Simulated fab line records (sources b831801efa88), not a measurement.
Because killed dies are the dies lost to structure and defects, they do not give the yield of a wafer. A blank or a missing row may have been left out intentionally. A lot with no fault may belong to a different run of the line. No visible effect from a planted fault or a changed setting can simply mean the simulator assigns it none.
Struck lot and sound lot, side by side | flow sky130 | 27 steps out of a route of 708
Sound: the wafers L588.2, L588.3, L588.5. Wafers L590.1, L590.3, L590.5 were the ones struck. The cause comes at the end.
Order at every step that has rows: each side's tool, ch and its chambers, its first start. Under that, the readings that differ: sound wafers | struck wafers | difference of the means | sigmas: that difference in standard deviations of wafers without a fault.
alike: readings with means less than 2 such deviations apart, plus words and numbers identical on both sides. not compared: withheld readings, readings lacking a value on some wafer, bounds such as >300 that could conceal the same value, and numbers that have no deviation in the record and whose values overlap.
The two part at a step that has a row with sigmas, a row that says differs or no value, or rows on one side only. When numbers do not overlap yet have no deviation, they are printed without sigmas and do not part them. A reading that every wafer of one side lacks parts them only if that side has two wafers or more.

first, 5 steps without rows for these wafers: SKY_GATE_OXIDE_COAT_05 (resist thk 1140 nm); SKY_GATE_OXIDE_SOFTBAKE_06 (time 60 s); SKY_GATE_OXIDE_EXPOSE_07 (exposes mask LVOM, target cd 600 nm); SKY_GATE_OXIDE_PEB_08; SKY_GATE_OXIDE_DEVELOP_09 (develop time 60 s).
SKY_GATE_OXIDE_OVL_MEAS_10:
  sound on overlay-02, day 15 16:59; struck on overlay-01, day 16 23:23
  alike: GATE_OXIDE_OVL
then, 2 steps without rows for these wafers: SKY_GATE_OXIDE_IMPLANT_11; SKY_GATE_OXIDE_WET_ETCH_12 (etches SiO2 in dHF, target depth 16.8 nm, time 336 s).
SKY_GATE_OXIDE_STRIP_13: strips in O2/N2.
  sound on plasma-asher-03 ch 0,1, day 15 17:17; struck on plasma-asher-01 ch 0,1, day 16 23:40
  alike: drypump-motor-current-A, oes-product-au, strip-time-to-endpoint-s
  not compared: rf-hours-counter-h
SKY_GATE_OXIDE_TW_MEAS_14:
  sound on film-metro-03, day 15 17:23; struck on film-metro-03, day 16 23:46
  alike: GATE_OXIDE_TW
then, 2 steps without rows for these wafers: SKY_GATE_OXIDE_CLEAN_15 (cleans in SC1/SC2, time 150 s); SKY_GATE_OXIDE_OXIDATION_16 (stabilise 600 s, purge 300 s, target thk 3.57 nm).
SKY_POLY_GATE_CVD_00: deposits poly-Si, target thk 180 nm, time 720 s.
  sound on lpcvd-01 ch 0, day 15 19:48; struck on lpcvd-01 ch 0, day 17 04:58
  reading                                       | sound             | struck            | difference | sigmas
  pressure-mtorr (mTorr)                        | 200.1 200.3 200.1 | 240.3 240.1 239.8 | +39.9      | +99 or more
  model.poly-Si_of_POLY_GATE_CVD_00.thk-nm (nm) | 178.5 177.5 178.9 | 199.9 200.1 200.7 | +21.9      |
SKY_POLY_GATE_THK_MEAS_01:
  sound on film-metro-03, day 15 21:01; struck on film-metro-02, day 17 06:10
  reading                   | sound             | struck            | difference | sigmas
  POLY_GATE_CVD_00_THK (nm) | 178.4 177.5 178.8 | 199.8 200.2 200.9 | +22.1      | +15
then, 8 steps without rows for these wafers: SKY_RES_PROTECT_DEHYDRATE_00 (time 60 s); SKY_RES_PROTECT_HMDS_01 (prime time 60 s); SKY_RES_PROTECT_COAT_02 (resist thk 1140 nm); SKY_RES_PROTECT_SOFTBAKE_03 (time 60 s); SKY_RES_PROTECT_EXPOSE_04 (exposes mask RPM, target cd 1270 nm); SKY_RES_PROTECT_PEB_05; SKY_RES_PROTECT_DEVELOP_06 (develop time 60 s); SKY_POLY_GATE_IMPLANT_02.
SKY_RES_PROTECT_STRIP_07: strips in O2/N2.
  sound on plasma-asher-01 ch 0,1, day 17 00:49; struck on plasma-asher-01 ch 0, day 18 11:07
  reading                      | sound             | struck            | difference | sigmas
  strip-time-to-endpoint-s (s) | 23.21 23.21 23.17 | 23.30 23.36 23.26 | +0.11      | +2
  alike: drypump-motor-current-A, oes-product-au
  not compared: rf-hours-counter-h
SKY_RES_PROTECT_TW_MEAS_08:
  sound on film-metro-01, day 17 00:56; struck on film-metro-04, day 18 11:13
  alike: POLY_GATE_TW
SKY_RES_PROTECT_CLEAN_09: cleans in SC1/SC2, time 150 s.
  sound on wet-bench-02 ch 1, day 17 00:59; struck on wet-bench-04 ch 3, day 18 11:17
  reading                                       | sound             | struck            | difference | sigmas
  model.poly-Si_of_POLY_GATE_CVD_00.thk-nm (nm) | 177.9 176.8 178.3 | 199.2 199.5 200.1 | +21.9      |
then, 1 step without rows for these wafers: SKY_POLY_GATE_CVD_03 (deposits Si3N4 from DCS/NH3, target thk 75 nm, time 1290 s).
-- record jumps: 30 days separate the struck wafers' starts on either side; left off in module POLY_GATE, taken up again in module PAD_OPEN, whose first shown step is the route's number 708 --
SKY_PAD_OPEN_PROBE_99:
  sound on prober-02, day 47 04:23; struck on prober-01, day 48 05:24
  reading                             | sound             | struck            | difference | sigmas
  model.etest.res-high-po.line-ohm-um | 749.1 745.1 742   | 707.9 715.8 718.7 | -31.3      |
  model.etest.licon-high-po.rc-ohm    | 347 342.9 344.4   | 367.7 363.5 397   | +31.3      |
  model.etest.res-high-po.rs-ohm-sq   | 259.6 257.6 258.4 | 246.7 246.5 256.8 | -8.5       |
  model.etest.cap-li-to-poly.c-af-um2 | 99.72 99.34 99.74 | 103.6 105.1 103.5 | +4.5       |
  model.etest.res-poly.rs-ohm-sq      | 48.72 48.19 48.41 | 45.13 45.47 46.86 | -2.62      |
  alike: killed_at_M0_to_M3, killed_at_M4_up, killed-at-contacts, killed-at-front-end, killed-at-other, killed-dies, killed-open, killed-short

== WHERE THEY PART ==
At SKY_POLY_GATE_CVD_00 first; at SKY_RES_PROTECT_STRIP_07 last (within this record only). Later steps at which nothing parts them and some readings are alike: SKY_RES_PROTECT_TW_MEAS_08, SKY_PAD_OPEN_PROBE_99.

WHY: whatever the simulator had introduced
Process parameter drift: lpcvd-01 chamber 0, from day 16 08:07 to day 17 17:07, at SKY_POLY_GATE_CVD_00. The setting pressure-mtorr was moved by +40, starting from 200.
